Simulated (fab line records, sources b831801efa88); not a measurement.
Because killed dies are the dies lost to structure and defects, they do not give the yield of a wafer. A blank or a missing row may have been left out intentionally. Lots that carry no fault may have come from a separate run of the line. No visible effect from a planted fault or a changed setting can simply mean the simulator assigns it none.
Which tool did it?	flow sky130	Sampling: 12 lots, 35 wafers, 5 of 708 route steps

## WHAT THE GAUGES READ, wafer by wafer
SKY_METAL3_CD_MEAS_13: the cd target is 300 nm.
lot	measured	on	cd nm (nm)
L874	day 38 16:55	cd sem-02	300.2 300.1 301.9
L875	day 38 23:47	cd sem-01	300.7 300.4 300.2
L876	day 39 08:29	cd sem-01	300.0 300.0 299.4
L877	day 39 20:24	cd sem-02	298.2 296.9 297.4
L881	day 40 16:55	cd sem-02	299.2 298.4 298.6
L880	day 40 19:22	cd sem-01	301.2 300.9
L890	day 44 01:44	cd sem-02	298.5 299.0 300.0
L889	day 44 02:23	cd sem-02	300.6 299.9 300.9
L892	day 44 05:32	cd sem-01	301.6 300.8 301.2
L891	day 44 11:39	cd sem-02	298.1 297.2 298.1
L894	day 44 14:44	cd sem-01	300.5 300.2 299.2
L896	day 45 05:23	cd sem-02	296.5 298.8 297.4

SKY_METAL3_OVL_MEAS_14.
lot	measured	on	METAL3_OVL (nm)
L874	day 38 17:02	overlay-01	-7 -3 -8
L875	day 38 23:53	overlay-01	-9 -6 -7
L876	day 39 08:36	overlay-01	-14 -6 -12
L877	day 39 20:31	overlay-02	1 1 -6
L881	day 40 17:02	overlay-02	-7 -4 -10
L880	day 40 19:28	overlay-01	-5 -7
L890	day 44 01:50	overlay-01	-3 2 -4
L889	day 44 02:28	overlay-01	-2 1 0
L892	day 44 05:38	overlay-01	3 3 4
L891	day 44 11:44	overlay-02	-9 -6 -9
L894	day 44 14:51	overlay-02	-2 -2 -2
L896	day 45 05:29	overlay-02	0 -2 -4

SKY_VIA3_THK_MEAS_01.
lot	measured	on	VIA3_HDPCVD_THK (nm)
L874	day 38 18:09	film metro-01	1607 1635 1637
L875	day 39 01:01	film metro-01	1622 1617 1622
L876	day 39 09:44	film metro-01	1617 1633 1606
L877	day 39 21:38	film metro-03	1615 1720 1729
L881	day 40 18:11	film metro-02	1625 1738 1647
L880	day 40 20:42	film metro-03	1747 1769
L890	day 44 03:04	film metro-02	1664 1670 1656
L889	day 44 03:37	film metro-03	1607 1649 1667
L892	day 44 06:47	film metro-03	1625 1629 1617
L891	day 44 12:52	film metro-01	1607 1613 1620
L894	day 44 15:59	film metro-02	1610 1609 1618
L896	day 45 06:44	film metro-01	1656 1621 1638

## EACH LOT AND THE TOOL THAT RAN IT (in order: tool; ch and the chambers of the sampled wafers; start)
lot	SKY_CAPM_STRIP_14	SKY_VIA3_HDPCVD_00
L874	plasma asher-04 ch 0,1, day 37 14:45	hdpcvd-02 ch 0,2, day 38 17:59
L875	plasma asher-01 ch 0,1, day 37 22:50	hdpcvd-01 ch 0,1, day 39 00:50
L876	plasma asher-01 ch 0,1, day 38 07:28	hdpcvd-01 ch 0,1,2, day 39 09:34
L877	plasma asher-04 ch 0,1, day 38 18:42	hdpcvd-01 ch 0,1, day 39 21:29
L881	plasma asher-04 ch 0, day 39 15:52	hdpcvd-01 ch 0,1,2, day 40 18:01
L880	plasma asher-04 ch 0,1, day 39 18:35	hdpcvd-01 ch 1,2, day 40 20:31
L890	plasma asher-03 ch 0,1, day 43 02:19	hdpcvd-02 ch 0,1, day 44 02:53
L889	plasma asher-03 ch 0,1, day 43 03:20	hdpcvd-02 ch 0,1,2, day 44 03:30
L892	plasma asher-03 ch 0,1, day 43 06:24	hdpcvd-01 ch 1,2, day 44 06:37
L891	plasma asher-03 ch 0,1, day 43 13:50	hdpcvd-01 ch 1,2, day 44 12:41
L894	plasma asher-04 ch 0, day 43 16:34	hdpcvd-01 ch 0,2, day 44 15:49
L896	plasma asher-03 ch 0,1, day 44 07:23	hdpcvd-01 ch 0,1,2, day 45 06:34
- SKY_CAPM_STRIP_14: strips in O2/N2.
- SKY_VIA3_HDPCVD_00: deposits SiO2, target thk 1635 nm, time 272.5 s.

## AS READ BY THE TOOLS THEMSELVES (means over the sampled wafers that have a number; for cases with no such wafer, the mark the record gives instead)
SKY_CAPM_STRIP_14.
lot	tool	drypump motor current A (A)	n2 flow sccm (sccm)	oes product au (a.u.)	strip time to endpoint s (s)
L874	plasma asher-04	5.58	300.6	0.713	12.65
L875	plasma asher-01	5.30	300.1	0.708	12.61
L876	plasma asher-01	5.41	299.9	0.710	12.58
L877	plasma asher-04	5.48	300.3	0.712	12.62
L881	plasma asher-04	5.69	300.3	0.708	12.69
L880	plasma asher-04	5.55	299.4	0.706	12.63
L890	plasma asher-03	5.76	300.1	0.712	12.65
L889	plasma asher-03	5.61	300.3	0.712	12.66
L892	plasma asher-03	5.79	298.9	0.709	12.60
L891	plasma asher-03	5.60	299.3	0.713	12.68
L894	plasma asher-04	5.69	298.4	0.711	12.70
L896	plasma asher-03	5.61	299.6	0.707	12.66

SKY_VIA3_HDPCVD_00.
lot	tool	run length s (s)	susceptor temp C (C)
L874	hdpcvd-02	300.5	399.95
L875	hdpcvd-01	300.8	400.07
L876	hdpcvd-01	300.4	399.89
L877	hdpcvd-01	313.2	399.97
L881	hdpcvd-01	306.6	400.17
L880	hdpcvd-01	319.2	399.71
L890	hdpcvd-02	300.4	400.17
L889	hdpcvd-02	300.2	399.95
L892	hdpcvd-01	300.6	400.26
L891	hdpcvd-01	300.2	399.75
L894	hdpcvd-01	300.7	400.21
L896	hdpcvd-01	300.9	400.07

## THE ANSWER, worked out from the rows above alone
Rule: the lots themselves supply what counts as usual. Put in order of their means at a reading, lots are off if they are a third of the lots or fewer, leave a main group of 4 or more, and stand apart from it by a gap of 3 or more times the standard deviation of the main group's means; of several such gaps the widest counts. Not used: any main group whose means are identical at the precision the tables above print for the reading. Also off: a lot with no number at a reading for which 4 or more lots have one. Where the step has rows for the other lots, those lots are counted as sound. Order of review: gauges by route order, followed by the tools' own readings, for which a lot's mean as printed above is used. The first step at which some lot is off is used, and at that step the reading that is off furthest; a lot without a number counts as furthest.
Off: L877, L881, L880 (SKY_VIA3_HDPCVD_00, run length s). Mean 300.5 s and standard deviation 0.23 in the main group.
If a tool, at that step or one of the process steps before it, ran each lot that is off and ran no sound lot following the first of them, it fits. Of those tried, none fits.

## WHAT HAD BEEN PUT IN BY THE SIMULATOR
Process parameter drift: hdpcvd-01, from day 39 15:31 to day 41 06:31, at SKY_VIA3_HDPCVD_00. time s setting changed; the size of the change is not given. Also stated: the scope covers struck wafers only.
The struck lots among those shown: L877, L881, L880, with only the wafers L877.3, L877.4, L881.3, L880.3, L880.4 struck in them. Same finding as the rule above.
